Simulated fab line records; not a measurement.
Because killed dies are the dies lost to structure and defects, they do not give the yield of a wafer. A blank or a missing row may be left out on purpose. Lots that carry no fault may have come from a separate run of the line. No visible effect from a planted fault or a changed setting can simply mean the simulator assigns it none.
Matching of chambers / flow sky130 / SKY_PASSIVATION_CVD_02 on pecvd-03: 3 sister chambers
The step deposits Si3N4, target thk 540 nm. 3 wafers are shown with their chamber, then 12 later ones without.

## WAFERS, EACH WITH ITS CHAMBER
wafer=L088.5; chamber=1; heater-power-w (W)=820
wafer=L089.4; chamber=2; heater-power-w (W)=472
wafer=L089.6; chamber=0; heater-power-w (W)=717

## WAFERS MISSING THEIR CHAMBER
wafer=L090.1; heater-power-w (W)=859
wafer=L090.3; heater-power-w (W)=770
wafer=L090.6; heater-power-w (W)=880
wafer=L092.1; heater-power-w (W)=545
wafer=L092.2; heater-power-w (W)=852
wafer=L092.6; heater-power-w (W)=568
wafer=L096.2; heater-power-w (W)=542
wafer=L096.5; heater-power-w (W)=563
wafer=L096.6; heater-power-w (W)=889
wafer=L097.3; heater-power-w (W)=743
wafer=L097.4; heater-power-w (W)=806
wafer=L097.5; heater-power-w (W)=868

## WHICH CHAMBER EACH ONE RAN IN
wafer=L090.1; from the rows above=can't be placed: 1 or 0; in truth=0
wafer=L090.3; from the rows above=can't be placed: 1 or 0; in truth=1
wafer=L090.6; from the rows above=can't be placed: 1 or 0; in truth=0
wafer=L092.1; from the rows above=can't be placed: 2 or 0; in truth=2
wafer=L092.2; from the rows above=can't be placed: 1 or 0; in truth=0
wafer=L092.6; from the rows above=can't be placed: 2 or 0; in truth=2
wafer=L096.2; from the rows above=can't be placed: 2 or 0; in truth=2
wafer=L096.5; from the rows above=can't be placed: 2 or 0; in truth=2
wafer=L096.6; from the rows above=can't be placed: 1 or 0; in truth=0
wafer=L097.3; from the rows above=can't be placed: 0 or 1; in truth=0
wafer=L097.4; from the rows above=can't be placed: 1 or 0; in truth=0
wafer=L097.5; from the rows above=can't be placed: 1 or 0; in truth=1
Correct placement for 0 of the 12. These rows do not allow placing 12 (true chamber among the candidates in 12). 0 placed wrongly.
How it was worked out, from the rows above alone: a wafer's distance from a chamber is the root of the sum, over the readings, of the square of ((its reading less the chamber's mean) divided by the reading's scatter). The wafer belongs to the nearest chamber; if the next one is less than 2 further off, it can't be placed. For every chamber, the mean is computed from those of its wafers that are shown. The scatter (one wafer shown for each chamber): square how far every hidden wafer sits from the nearest shown wafer, average those squares and take the square root.
